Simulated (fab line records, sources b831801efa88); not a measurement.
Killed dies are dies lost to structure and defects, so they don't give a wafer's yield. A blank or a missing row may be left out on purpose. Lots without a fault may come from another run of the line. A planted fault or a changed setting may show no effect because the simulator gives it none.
fab line records | flow sky130
record lots=6 wafers=18 last_day=50
route steps=708 shown SONOS_ONO@171 PAD_OPEN@708
lots that met no fault: from a run of the same line without faults
start_h: hours from the record's first day to the start of the lot's first wafer shown | wait_h: hours since the lot's step before | " the same as in the row above | L1.1+2: a row that stands for several wafers | - no value, or no start given | * or withheld: withheld | < > ~ a bound
route shown NAME@n: a module of which the file shows steps, and the number in the route of the first | usual: mean/standard deviation of fault-free wafers | same: alike in all rows | chamber/n: place in a boat | sites: the reading at each site | _std_site: their standard deviation | _edge_site: outer sites' mean less inner sites' | radius_mm: how far each site lies from the wafer's centre | mask NAME#n: copy n | behind: the tool/chamber that last shaped the wafer | hold: why the lot was held/for how many hours/how that ended | device: the transistor (n, p or np) that didn't switch | end of line: the same wafers' tests at the end of the route | a step without rows: its recipe alone | killed: dies lost to structure and defects at the first sort, not the wafer's yield | map: a wafer's dies, x killed, . not, _ none there
set.NAME: the setting as run; set.NAME@STEP: as run at that earlier step | model.NAME: the simulator's own value behind a step, which no gauge read
lots at some steps of the route; a table a step, a row a wafer
services: from which hour (start_h, from the record's first day; less than 0 if before it) a tool's chamber was out of use, for how many hours, and why
## steps
# step SKY_SONOS_ONO_THK_MEAS_03
# recipe reads=Si3N4_of_SONOS_ONO_CVD_02
# usual SONOS_ONO_CVD_02_THK=10.52/0.12
# columns lot.wafer tool chamber start_h wait_h SONOS_ONO_CVD_02_THK[nm]
L260.2 film_metro-03 - 262.15 0.0 10.49
L260.4 " - " " 10.61
L260.6 " - " " 10.51
L272.1 film_metro-01 - 346.72 0.0 10.54
L272.3 " - " " 10.55
L272.4 " - " " 10.61
L275.2 film_metro-02 - 367.23 0.0 10.41
L275.4 " - " " 10.33
L275.6 " - " " 10.35
L276.1 film_metro-03 - 376.27 0.0 10.45
L276.3 " - " " 10.46
L276.4 " - " " 10.47
L277.1 film_metro-03 - 386.78 0.0 10.41
L277.2 " - " " 10.57
L277.5 " - " " 10.45
L282.1 film_metro-03 - 426.90 0.0 10.56
L282.3 " - " " 10.39
L282.4 " - " " 10.36
# step SKY_SONOS_ONO_CVD_04
# recipe material=SiO2 precursor=SiH4/N2O target_thk_nm=5.7199 temp_c=900 pressure_mtorr=400
# step SKY_SONOS_ONO_THK_MEAS_05
# recipe reads=SiO2_of_SONOS_ONO_CVD_04
# usual SONOS_ONO_CVD_04_THK=5.36/0.13
# columns lot.wafer tool chamber start_h wait_h SONOS_ONO_CVD_04_THK[nm]
L260.2 film_metro-02 - 263.46 0.0 5.28
L260.4 " - " " 5.31
L260.6 " - " " 5.34
L272.1 film_metro-02 - 348.03 0.0 5.25
L272.3 " - " " 5.27
L272.4 " - " " 5.30
L275.2 film_metro-02 - 368.57 0.1 5.45
L275.4 " - " " 5.59
L275.6 " - " " 5.56
L276.1 film_metro-03 - 377.58 0.0 5.17
L276.3 " - " " 5.25
L276.4 " - " " 5.28
L277.1 film_metro-02 - 388.09 0.0 5.38
L277.2 " - " " 5.48
L277.5 " - " " 5.45
L282.1 film_metro-03 - 428.21 0.0 5.48
L282.3 " - " " 5.52
L282.4 " - " " 5.53
# step SKY_SONOS_ONO_DEHYDRATE_06
# recipe temp_c=200 time_s=60
# step SKY_SONOS_ONO_HMDS_07
# recipe prime_time_s=60 prime_temp_c=120
# step SKY_SONOS_ONO_COAT_08
# recipe resist=NOVOLAK spin_rpm=3000 resist_thk_nm=1140
# step SKY_SONOS_ONO_SOFTBAKE_09
# recipe temp_c=90 time_s=60 resist=NOVOLAK
# step SKY_SONOS_ONO_EXPOSE_10
# recipe mask_id=ONOM target_cd_nm=410 na=0.6 source_shape=conventional sigma_outer=0.6 dose_mj=150
# step SKY_SONOS_ONO_PEB_11
# recipe temp_c=withheld time_s=* resist=NOVOLAK
# step SKY_SONOS_ONO_DEVELOP_12
# recipe develop_time_s=60 dev_temp_c=23
# step SKY_SONOS_ONO_CD_MEAS_13
# recipe target_cd_nm=410
# usual cd_nm=409.3/1.8
# columns lot.wafer tool chamber start_h wait_h cd_nm
L260.2 cd_sem-02 - 287.04 0.1 407.0
L260.4 " - " " 407.1
L260.6 " - " " 406.9
L272.1 cd_sem-02 - 375.72 0.1 408.8
L272.3 " - " " 408.5
L272.4 " - " " 411.1
L275.2 cd_sem-01 - 397.04 0.1 412.0
L275.4 " - " " 409.7
L275.6 " - " " 409.1
L276.1 cd_sem-01 - 405.82 0.1 409.1
L276.3 " - " " 411.5
L276.4 " - " " 410.6
L277.1 cd_sem-02 - 416.37 0.1 407.5
L277.2 " - " " 406.8
L277.5 " - " " 410.6
L282.1 cd_sem-01 - 459.82 0.1 410.4
L282.3 " - " " 410.3
L282.4 " - " " 411.4
# step SKY_SONOS_ONO_OVL_MEAS_14
# usual SONOS_ONO_OVL=1.3/1.3
# columns lot.wafer tool chamber start_h wait_h SONOS_ONO_OVL[nm]
L260.2 overlay-02 - 287.14 0.1 2.6
L260.4 " - " " 1.9
L260.6 " - " " 1.7
L272.1 overlay-02 - 375.84 0.1 0.7
L272.3 " - " " 1.6
L272.4 " - " " 1.2
L275.2 overlay-02 - 397.14 0.1 1.4
L275.4 " - " " 1.2
L275.6 " - " " 3.0
L276.1 overlay-01 - 405.94 0.1 1.0
L276.3 " - " " -0.1
L276.4 " - " " 0.3
L277.1 overlay-02 - 416.49 0.1 1.2
L277.2 " - " " 1.5
L277.5 " - " " 0.9
L282.1 overlay-02 - 459.94 0.1 0.3
L282.3 " - " " 2.1
L282.4 " - " " 0.2
# step SKY_SONOS_ONO_ETCH_15
# recipe target_depth_nm=19.52 chemistry=CHF3/O2 source_w=600 bias_w=200 pressure_mtorr=40 chf3_flow_sccm=50 O2_flow_sccm=5 time_s=7.8
# usual chamber_pressure_mTorr=40.00/0.033 drypump_motor_current_A=5.8/0.41 oes_product_au=0.996/0.0097 rf_fwd_power_W=589/3.5 throttle_valve_pct=8.824/0.0097
# columns lot.wafer tool chamber start_h wait_h chamber_pressure_mTorr drypump_motor_current_A oes_product_au rf_fwd_power_W rf_hours_counter_h throttle_valve_pct model.etch.depth_nm model.SONOS_ONO.feature_depth_nm
L260.2 rie_diel-04 3 287.17 0.0 40.00 5.2 0.993 591 5 8.828 19.32 19.32
L260.4 " 1 " " 40.02 6.1 1.009 590 53 8.831 19.61 19.61
L260.6 " 1 " " 40.09 6.1 1.003 589 - 8.829 19.64 19.64
L272.1 rie_diel-02 2 375.88 0.0 40.05 6.4 0.999 592 59 8.811 19.4 19.4
L272.3 " 0 " " 40.09 5.1 1.008 585 70 8.833 19.62 19.62
L272.4 " 3 " " 40.00 6.0 0.992 587 0 8.827 19.17 19.17
L275.2 rie_diel-04 0 397.17 0.0 40.03 5.8 0.955 490 2 8.800 18.13 18.13
L275.4 " 1 " " 40.01 6.1 0.935 493 - 8.787 17.78 17.78
L275.6 " 0 " " 39.98 5.8 0.963 491 - 8.816 18.19 18.19
L276.1 rie_diel-03 3 405.97 0.0 39.98 5.3 0.999 586 9 8.811 19.66 19.66
L276.3 " 1 " " 40.02 5.8 0.984 585 3 8.844 19.09 19.09
L276.4 " 2 " " 39.96 5.2 1.001 590 13 8.820 19.71 19.71
L277.1 rie_diel-04 3 416.52 0.0 40.02 5.2 0.949 494 8 8.795 17.99 17.99
L277.2 " 0 " " 40.00 5.8 0.968 489 3 8.810 18.29 18.29
L277.5 " 2 " " 39.96 5.7 0.967 490 - 8.812 18.63 18.63
L282.1 rie_diel-02 2 459.97 0.0 39.97 6.4 0.993 593 61 8.823 19.41 19.41
L282.3 " 0 " " 39.95 5.0 0.994 585 71 8.832 19.36 19.36
L282.4 " 1 " " 39.96 5.8 0.978 594 10 8.829 19.03 19.03
# step SKY_SONOS_ONO_WET_ETCH_16
# recipe chemistry=dHF target_depth_nm=14 dry=n2_spin target=SiO2 dilution=100:1 temp_c=25 time_s=280
# step SKY_PAD_OPEN_PROBE_99
# usual killed_at_M0_to_M3=44/7.1 killed_at_M4_up=3/1.6 killed_at_contacts=24/5.4 killed_at_front_end=15/4.7 killed_at_other=0.3/0.51 killed_dies=87/9.9 killed_open=48/7.6 killed_short=39/6.3
# same gross_dies=492 killed_at_back_side=0
# columns lot.wafer tool chamber start_h wait_h killed_at_M0_to_M3 killed_at_M4_up killed_at_contacts killed_at_front_end killed_at_other killed_dies killed_open killed_short
L260.2 prober-02 - 1075.19 0.1 38 1 20 22 1 82 47 35
L260.4 prober-02 - 1075.29 0.2 45 4 40 11 1 101 55 46
L260.6 prober-02 - 1075.39 0.2 43 1 29 11 0 84 60 24
L272.1 prober-01 - 1143.72 0.1 55 4 16 21 2 98 54 44
L272.3 prober-01 - 1143.82 0.2 44 3 23 17 1 88 47 41
L272.4 prober-01 - 1143.87 0.2 52 2 19 14 0 87 44 43
L276.1 prober-01 - 1162.33 0.1 56 0 27 19 0 102 54 48
L276.3 prober-01 - 1162.43 0.2 46 3 18 13 0 80 51 29
L276.4 prober-01 - 1162.48 0.2 48 5 23 8 0 84 53 31
# killed by level:class
L260.2 CONTACT:geometric_particle:open=9 VIA1:geometric_particle:open=8 VIA2:geometric_particle:open=7 VIA2:geometric_particle:short=7 LI_CONTACT:geometric_particle:open=6 FIELD_ISO:geometric_particle:open=5 POLY_GATE:geometric_particle:short=5 POLY_GATE:geometric_particle:open=4
L260.4 CONTACT:geometric_particle:open=14 VIA3:geometric_particle:open=12 LI_CONTACT:geometric_particle:open=9 LOCAL_INTERCONNECT:geometric_particle:short=8 VIA2:geometric_particle:open=8 CONTACT:geometric_particle:short=7 METAL2:geometric_particle:short=6 METAL1:geometric_particle:short=5
L260.6 CONTACT:geometric_particle:open=14 VIA1:geometric_particle:open=13 LI_CONTACT:geometric_particle:open=11 VIA3:geometric_particle:open=9 POLY_GATE:geometric_particle:short=6 VIA2:geometric_particle:open=6 METAL1:geometric_particle:short=4 VIA3:geometric_particle:short=3
L272.1 VIA1:geometric_particle:open=14 VIA3:geometric_particle:open=8 CONTACT:geometric_particle:open=7 METAL2:geometric_particle:short=7 FIELD_ISO:geometric_particle:open=6 VIA1:geometric_particle:short=6 POLY_GATE:geometric_particle:short=5 FIELD_ISO:geometric_particle:short=4
L272.3 VIA1:geometric_particle:open=12 CONTACT:geometric_particle:open=8 VIA1:geometric_particle:short=7 CONTACT:geometric_particle:short=6 VIA2:geometric_particle:short=5 LI_CONTACT:geometric_particle:open=5 VIA3:geometric_particle:open=5 METAL1:geometric_particle:short=5
L272.4 VIA1:geometric_particle:open=14 VIA1:geometric_particle:short=10 METAL2:geometric_particle:short=8 CONTACT:geometric_particle:open=7 POLY_GATE:geometric_particle:short=5 LI_CONTACT:geometric_particle:short=5 POLY_GATE:geometric_particle:open=4 VIA2:geometric_particle:open=4
L276.1 CONTACT:geometric_particle:open=13 VIA3:geometric_particle:open=12 VIA1:geometric_particle:open=10 METAL2:geometric_particle:short=7 METAL1:geometric_particle:short=6 VIA3:geometric_particle:short=5 METAL3:geometric_particle:short=5 FIELD_ISO:geometric_particle:open=4
L276.3 VIA1:geometric_particle:open=13 CONTACT:geometric_particle:open=7 VIA3:geometric_particle:open=7 VIA2:geometric_particle:open=7 FIELD_ISO:geometric_particle:open=4 FIELD_ISO:geometric_particle:short=4 METAL2:geometric_particle:short=4 VIA2:geometric_particle:short=4
L276.4 VIA1:geometric_particle:open=13 LI_CONTACT:geometric_particle:open=9 CONTACT:geometric_particle:open=7 VIA2:geometric_particle:open=6 POLY_GATE:geometric_particle:open=4 VIA3:geometric_particle:open=4 VIA1:geometric_particle:short=4 METAL2:geometric_particle:short=4
## services
# columns tool chamber start_h hours kind
rie_diel-04 - 275.92 2.8 pm
rie_diel-02 1 279.82 9.2 repair
rie_diel-04 2 295.86 9.4 repair
rie_diel-03 - 297.16 14.6 pm
rie_diel-02 3 327.70 - clean
rie_diel-02 3 327.70 17.0 scheduled_down
rie_diel-02 3 327.70 17.0 vent_cycle
rie_diel-04 0 337.88 21.9 repair
rie_diel-03 3 344.28 22.7 repair
rie_diel-03 1 345.87 3.9 repair
rie_diel-04 2 363.67 9.8 repair
rie_diel-04 3 375.92 6.3 repair
rie_diel-02 - 381.02 14.6 pm
rie_diel-04 1 394.20 1.6 repair
rie_diel-04 3 394.31 8.9 repair
rie_diel-04 2 406.89 4.5 repair
rie_diel-02 0 432.41 4.1 repair
rie_diel-03 0 438.27 - clean
rie_diel-03 0 438.27 20.5 scheduled_down
rie_diel-03 0 438.27 20.5 vent_cycle
rie_diel-03 - 458.26 2.0 repair
## key
first_sign step=SKY_SONOS_ONO_ETCH_15 reading=rf_fwd_power_W direction=down sigmas=28 usual=589 struck=491
effect step=SKY_SONOS_ONO_ETCH_15 reading=oes_product_au direction=down sigmas=4.1 usual=0.996 struck=0.956
model_effect step=SKY_SONOS_ONO_ETCH_15 value=etch.depth_nm without=19.42 struck=18.17
met_at SKY_SONOS_ONO_ETCH_15
struck_wafers L275.2,L275.4,L275.6,L277.1,L277.2,L277.5
tester_left_out L275,L277
onset_between 287.17 397.17
fault kind=process_parameter_drift tool=rie_diel-04 chamber=- onset_h=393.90 steps=SKY_SONOS_ONO_ETCH_15 channel=source_w offset=-96 shape=step end_h=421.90 acts_in=these_recipes_only stated=600
# tester_left_out: of these lots the tester's yield and bins aren't shown, on N5 and GAA mostly nor the transistor test; their killed dies are dies lost to structure and defects alone, not to doping, threshold or leakage, so they don't give the yield
